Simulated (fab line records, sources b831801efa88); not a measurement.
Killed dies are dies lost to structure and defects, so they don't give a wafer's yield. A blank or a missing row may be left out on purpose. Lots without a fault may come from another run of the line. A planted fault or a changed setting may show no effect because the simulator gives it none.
Problem report in the 8D (eight disciplines) form, filled by code | flow sky130 | the parts of the form that need people (team, actions taken, sign-off) are left out

1. THE PROBLEM
VIA1_HDPCVD_THK at SKY_VIA1_THK_MEAS_01 reads a mean of 963 nm on 4 wafers of 4 lots; wafers without a fault read 1031 nm with a standard deviation of 10. That is -6.8 standard deviations from the usual mean.
First seen on wafer L406.1, day 38 17:49, on film_metro-03. The record holds 36 wafers of 14 lots with a number at this step. Rule for "out", or "out of limits": more than 4 standard deviations from the usual mean. The other wafers with a number count as sound.

2. WHAT IT IS AND WHAT IT IS NOT
question                    | is                             | is not
which readings at this step | VIA1_HDPCVD_THK                | -
which lots                  | L406, L407, L408, L411         | L389, L390, L391, L392, L395, L396, L399, L401, L405, L412
which wafers of those lots  | L406.1, L407.3, L408.2, L411.2 | L411.1, L411.4
read on which gauges        | film_metro-02, film_metro-03   | film_metro-04
when                        | from day 38 17:49              | up to then (27 sound wafers); but 5 sound wafers of L411, L412 came after

3. SUSPECTS, AND WHAT RULES EACH OUT
Counting: a tool at a process step up to the reading stays a suspect if it ran every lot that is out. Sound lots after the first of them don't rule it out here, since some wafers of a struck lot are sound.
- the gauge at SKY_VIA1_THK_MEAS_01: ruled out. The wafers that are out were read on 2 gauges (film_metro-02, film_metro-03).
- hdpcvd-01 at SKY_VIA1_HDPCVD_00 (deposits SiO2, target thk 1030 nm, time 171.7 s): kept. It ran every lot that is out, first L406 (day 38 17:42); its last sound lot up to then is L405 (day 38 14:48). Its own readings are out on those wafers: run_length_s.
- Within hdpcvd-01 at SKY_VIA1_HDPCVD_00: the wafers that are out ran in chamber 2; their sound lot-mates ran in chamber 0.
Left after counting: hdpcvd-01 at SKY_VIA1_HDPCVD_00.

4. THE CAUSE (what the simulator had put in)
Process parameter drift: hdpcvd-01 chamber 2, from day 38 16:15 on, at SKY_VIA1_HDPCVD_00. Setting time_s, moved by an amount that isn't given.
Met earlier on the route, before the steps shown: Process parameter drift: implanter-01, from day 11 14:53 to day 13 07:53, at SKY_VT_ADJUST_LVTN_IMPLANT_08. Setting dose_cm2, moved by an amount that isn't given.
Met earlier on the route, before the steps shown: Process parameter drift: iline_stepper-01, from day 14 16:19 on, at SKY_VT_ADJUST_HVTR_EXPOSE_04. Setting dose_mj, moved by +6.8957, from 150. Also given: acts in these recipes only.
Counting left only this tool.

5. THE CHAIN OF EFFECTS, in route order
Each row: a reading whose mean over the struck wafers that have a number lies more than 3 standard deviations from the usual. Only readings for which the record gives a usual standard deviation are gone through. hours: the time from each lot's start at the first step in this table that gives one to its start at this step, as a median over the lots. sigmas: the change in usual standard deviations.
hours | step                 | reading         | usual   | on struck wafers | change | sigmas
0     | SKY_VIA1_HDPCVD_00   | run_length_s    | 199.9 s | 187.5            | -12.4  | -26
0     | SKY_VIA1_THK_MEAS_01 | VIA1_HDPCVD_THK | 1031 nm | 963              | -68    | -6.8
The process steps in it:
- SKY_VIA1_HDPCVD_00: deposits SiO2, target thk 1030 nm, time 171.7 s.

6. WHAT WOULD HAVE CAUGHT IT SOONER
In this record the first reading out of limits at a measuring or inspecting step was taken at day 38 17:49, 2 hours after the fault began at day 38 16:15.
The tool's own readings at SKY_VIA1_HDPCVD_00 were out on every struck wafer that the step has a row for (run_length_s): an alarm limit on them would have fired on the first of those.
Of the lots that are out (4), L407, L408, L411 began SKY_VIA1_HDPCVD_00 on hdpcvd-01 after day 38 17:49. A hold on the tool at that time would have spared those 3.
